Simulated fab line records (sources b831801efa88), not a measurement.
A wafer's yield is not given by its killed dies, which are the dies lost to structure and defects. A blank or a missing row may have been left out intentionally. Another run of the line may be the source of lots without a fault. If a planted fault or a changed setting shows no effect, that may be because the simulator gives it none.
Matching of chambers	flow gf180mcu	4 sister chambers for GF_STI_ETCH_14 on rie-si-02
The step etches Si in HBr/Cl2/O2, target depth 360 nm, time 102.9 s. 4 wafers are shown with their chamber, then 8 later ones without.

## WAFERS, EACH WITH ITS CHAMBER
wafer	chamber	drypump-motor-current-A (A)
L601.5	0	4.8
L602.1	3	5.3
L602.3	1	6.1
L606.1	2	5.3

## WAFERS WITH NO CHAMBER GIVEN
wafer	drypump-motor-current-A (A)
L606.3	5.3
L606.4	4.9
L607.1	5.3
L607.4	4.8
L607.6	5.3
L608.3	6.1
L608.4	5.3
L608.5	5.3

## THE CHAMBER EACH PASSED THROUGH
wafer	from the rows above	in truth
L606.3	can't be placed: 2 or 3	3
L606.4	0	0
L607.1	can't be placed: 2 or 3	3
L607.4	0	0
L607.6	can't be placed: 2 or 3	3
L608.3	1	1
L608.4	can't be placed: 2 or 3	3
L608.5	can't be placed: 2 or 3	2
Correctly placed: 3 of 8. Unplaceable from these rows: 5, with the true chamber sitting among the candidates in 5. Number placed wrongly: 0.
How it was worked out, from the rows above alone: a wafer's distance from a chamber is the root of the sum, over the readings, of the square of ((its reading less the chamber's mean) divided by the reading's scatter). If the next closest chamber is less than 2 further off than the closest, the wafer can't be placed; otherwise it belongs to the closest. For every chamber, the mean is computed from those of its wafers that are shown. The scatter: with one shown wafer a chamber, the root of the mean of the squares of how far each hidden wafer lies from its nearest shown one.
